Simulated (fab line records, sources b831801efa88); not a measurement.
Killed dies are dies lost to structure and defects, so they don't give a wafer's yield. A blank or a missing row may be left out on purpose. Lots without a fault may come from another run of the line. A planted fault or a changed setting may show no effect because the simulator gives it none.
A struck lot beside a sound one | flow sky130 | 16 steps out of a route of 708
Sound: wafers L853.1, L853.3, L853.4. Struck: wafer L865.6. (L865.2, L865.5 of the same lot were not struck and are left out.) The cause comes at the end.
At each step with rows: each side's tool, then ch and its chambers, then its first start. Under that, the readings that differ: sound wafers | struck wafers | difference of the means | sigmas: that difference in standard deviations of wafers without a fault.
alike: readings whose means differ by less than 2 such deviations, and words and numbers that are the same on both sides. not compared: withheld readings, readings that some wafer has no value for, bounds like >300 that may hide the same value, and numbers for which the record gives no deviation and whose values overlap.
The two part at a step that has a row with sigmas, a row that says differs or no value, or rows on one side only. Numbers that don't overlap but have no deviation are shown without sigmas and don't part them. A reading that every wafer of one side lacks parts them only if that side has two wafers or more.

first, 3 steps without rows for these wafers: SKY_METAL2_EXPOSE_12 (exposes mask MM2, target cd 140 nm); SKY_METAL2_PEB_13; SKY_METAL2_DEVELOP_14 (develop time 60 s).
SKY_METAL2_CD_MEAS_15: target cd 140 nm.
  sound on cd_sem-02, day 35 00:19; struck on cd_sem-01, day 41 00:25
  alike: cd_nm
SKY_METAL2_OVL_MEAS_16:
  sound on overlay-02, day 35 00:26; struck on overlay-01, day 41 00:31
  alike: METAL2_OVL
SKY_METAL2_DESCUM_17: chemistry O2, time 8 s.
  sound on rie_metal-03 ch 0,1, day 35 00:28; struck on rie_metal-03 ch 0, day 41 00:33
  alike: chamber_pressure_mTorr, drypump_motor_current_A, oes_product_au
  not compared: rf_hours_counter_h
SKY_METAL2_ETCH_18: etches BARC in N2/H2, stops on SiO2, time 45.9 s, target depth 60 nm.
  sound on rie_metal-03 ch 0,1, day 35 00:30; struck on rie_metal-03 ch 0, day 41 00:35
  alike: chamber_pressure_mTorr, drypump_motor_current_A, oes_product_au, throttle_valve_pct
  not compared: rf_hours_counter_h
SKY_METAL2_METAL_ETCH_19: etches the open film in Cl2/BCl3, stops on SiO2, target depth 360 nm, time 78 s.
  sound on rie_metal-03 ch 0,1, day 35 00:34; struck on rie_metal-03 ch 0, day 41 00:41
  reading               | sound             | struck | difference | sigmas
  oes_product_au (a.u.) | 0.851 0.848 0.848 | 0.860  | +0.011     | +2
  alike: bcl3_flow_sccm, chamber_pressure_mTorr, drypump_motor_current_A, throttle_valve_pct
  not compared: rf_hours_counter_h
SKY_METAL2_STRIP_20: strips in O2/N2.
  sound on plasma_asher-03 ch 0,1, day 35 00:40; struck on plasma_asher-02 ch 1, day 41 00:48
  alike: chamber_pressure_mTorr, drypump_motor_current_A, oes_product_au, strip_time_to_endpoint_s
  not compared: rf_hours_counter_h
then, 3 steps without rows for these wafers: SKY_METAL2_STRIP_21 (strips in post etch residue remover, time 1200 s); SKY_METAL2_CLEAN_22 (cleans in IPA, time 180 s); SKY_METAL2_CLEAN_23 (cleans in O3/DIW).
SKY_VIA2_HDPCVD_00: deposits SiO2, target thk 1180 nm, time 196.7 s.
  sound on hdpcvd-02 ch 0,1, day 35 01:15; struck on hdpcvd-02 ch 2, day 41 01:23
  reading                                  | sound             | struck | difference | sigmas
  sih4_flow_sccm (sccm)                    | 60.09 60.22 60.04 | 48.03  | -12.09     | -71
  model.SiO2_of_VIA2_HDPCVD_00.thk_nm (nm) | 1173 1185 1172    | 966.9  | -209.8     |
SKY_VIA2_THK_MEAS_01:
  sound on film_metro-01, day 35 01:22; struck on film_metro-02, day 41 01:31
  reading              | sound          | struck | difference | sigmas
  VIA2_HDPCVD_THK (nm) | 1173 1185 1172 | 967    | -210       | -17
SKY_VIA2_CMP_02: polishes SiO2.
  sound on cmp-02 ch 1,2,3, day 35 01:29; struck on cmp-01 ch 3, day 41 01:37
  alike: motor_current_A
then, 1 step without rows for these wafers: SKY_PAD_OPEN_PROBE_99.

WHERE THEY PART
First at SKY_METAL2_METAL_ETCH_19; last, within this record, at SKY_VIA2_THK_MEAS_01. Later steps at which nothing parts them and some readings are alike: SKY_VIA2_CMP_02.

WHY: what the simulator had put in
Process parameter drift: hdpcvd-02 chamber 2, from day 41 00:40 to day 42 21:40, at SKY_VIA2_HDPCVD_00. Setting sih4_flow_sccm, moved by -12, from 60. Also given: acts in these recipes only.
